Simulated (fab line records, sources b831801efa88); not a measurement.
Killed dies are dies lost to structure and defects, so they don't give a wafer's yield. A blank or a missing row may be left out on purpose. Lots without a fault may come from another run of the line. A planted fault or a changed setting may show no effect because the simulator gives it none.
A struck lot beside a sound one | flow sky130 | 17 steps out of a route of 708
Sound: wafers L449.1, L449.2, L449.4. Struck: wafers L447.1, L447.2, L447.3. The cause comes at the end.
At each step with rows: each side's tool, then ch and its chambers, then its first start. Under that, the readings that differ: sound wafers | struck wafers | difference of the means | sigmas: that difference in standard deviations of wafers without a fault.
alike: readings whose means differ by less than 2 such deviations, and words and numbers that are the same on both sides. not compared: withheld readings, readings that some wafer has no value for, bounds like >300 that may hide the same value, and numbers for which the record gives no deviation and whose values overlap.
The two part at a step that has a row with sigmas, a row that says differs or no value, or rows on one side only. Numbers that don't overlap but have no deviation are shown without sigmas and don't part them. A reading that every wafer of one side lacks parts them only if that side has two wafers or more.

SKY_LDD_HVN_OVL_MEAS_07:
  sound on overlay-02, day 22 23:52; struck on overlay-01, day 22 09:47
  reading          | sound       | struck         | difference | sigmas
  LDD_HVN_OVL (nm) | 1.8 3.5 3.6 | -1.3 -0.4 -0.7 | -3.8       | -2
then, 1 step without rows for these wafers: SKY_LDD_HVN_IMPLANT_08.
SKY_LDD_HVN_STRIP_09: strips in O2/N2.
  sound on plasma_asher-03 ch 0,1, day 23 00:03; struck on plasma_asher-01 ch 0,1, day 22 09:58
  alike: drypump_motor_current_A, n2_flow_sccm, o2_flow_sccm, oes_product_au, strip_time_to_endpoint_s
  not compared: rf_hours_counter_h
SKY_LDD_HVN_TW_MEAS_10:
  sound on film_metro-01, day 23 00:09; struck on film_metro-01, day 22 10:04
  alike: LDD_HVN_TW
then, 7 steps without rows for these wafers: SKY_LDD_HVP_DEHYDRATE_00 (time 60 s); SKY_LDD_HVP_HMDS_01 (prime time 60 s); SKY_LDD_HVP_COAT_02 (resist thk 300 nm); SKY_LDD_HVP_SOFTBAKE_03 (time 60 s); SKY_LDD_HVP_EXPOSE_04 (exposes mask HVPTM, target cd 700 nm); SKY_LDD_HVP_PEB_05; SKY_LDD_HVP_DEVELOP_06 (develop time 60 s).
SKY_LDD_HVP_OVL_MEAS_07:
  sound on overlay-02, day 24 07:22; struck on overlay-02, day 23 16:43
  alike: LDD_HVP_OVL
SKY_LDD_HVP_IMPLANT_08:
  sound on implanter-04 ch 0, day 24 07:24; struck on implanter-03 ch 0, day 23 16:46
  reading            | sound                | struck              | difference | sigmas
  tilt_deg (degrees) | 17.909 17.889 17.893 | -0.032 0.000 -0.006 | -17.910    | -99 or more
  alike: faraday_current_uA
SKY_LDD_HVP_STRIP_09: strips in O2/N2.
  sound on plasma_asher-04 ch 0,1, day 24 07:33; struck on plasma_asher-04 ch 0,1, day 23 16:55
  alike: drypump_motor_current_A, n2_flow_sccm, o2_flow_sccm, oes_product_au, strip_time_to_endpoint_s
  not compared: rf_hours_counter_h
SKY_LDD_HVP_TW_MEAS_10:
  sound on film_metro-02, day 24 07:39; struck on film_metro-03, day 23 17:01
  reading    | sound       | struck      | difference | sigmas
  LDD_HVP_TW | 453 455 456 | 419 418 417 | -37        | -7
then, 1 step without rows for these wafers: SKY_LDD_LDN_DEHYDRATE_00 (time 60 s).
-- the record jumps here: 24 days lie between the struck wafers' starts before and after (it left off in module LDD_LDN and takes up again in module PAD_OPEN, whose first step shown is number 708 of the route) --
SKY_PAD_OPEN_PROBE_99:
  sound on prober-02, day 47 13:53; struck on prober-02, day 47 09:11
  reading                        | sound          | struck         | difference | sigmas
  model.etest.tip_p_5v.rs_ohm_sq | 2809 2810 2816 | 2738 2731 2721 | -82        |
  alike: killed_at_M0_to_M3, killed_at_M4_up, killed_at_contacts, killed_at_front_end, killed_at_other, killed_dies, killed_open, killed_short

WHERE THEY PART
First at SKY_LDD_HVN_OVL_MEAS_07; last, within this record, at SKY_LDD_HVP_TW_MEAS_10. Later steps at which nothing parts them and some readings are alike: SKY_PAD_OPEN_PROBE_99.

WHY: what the simulator had put in
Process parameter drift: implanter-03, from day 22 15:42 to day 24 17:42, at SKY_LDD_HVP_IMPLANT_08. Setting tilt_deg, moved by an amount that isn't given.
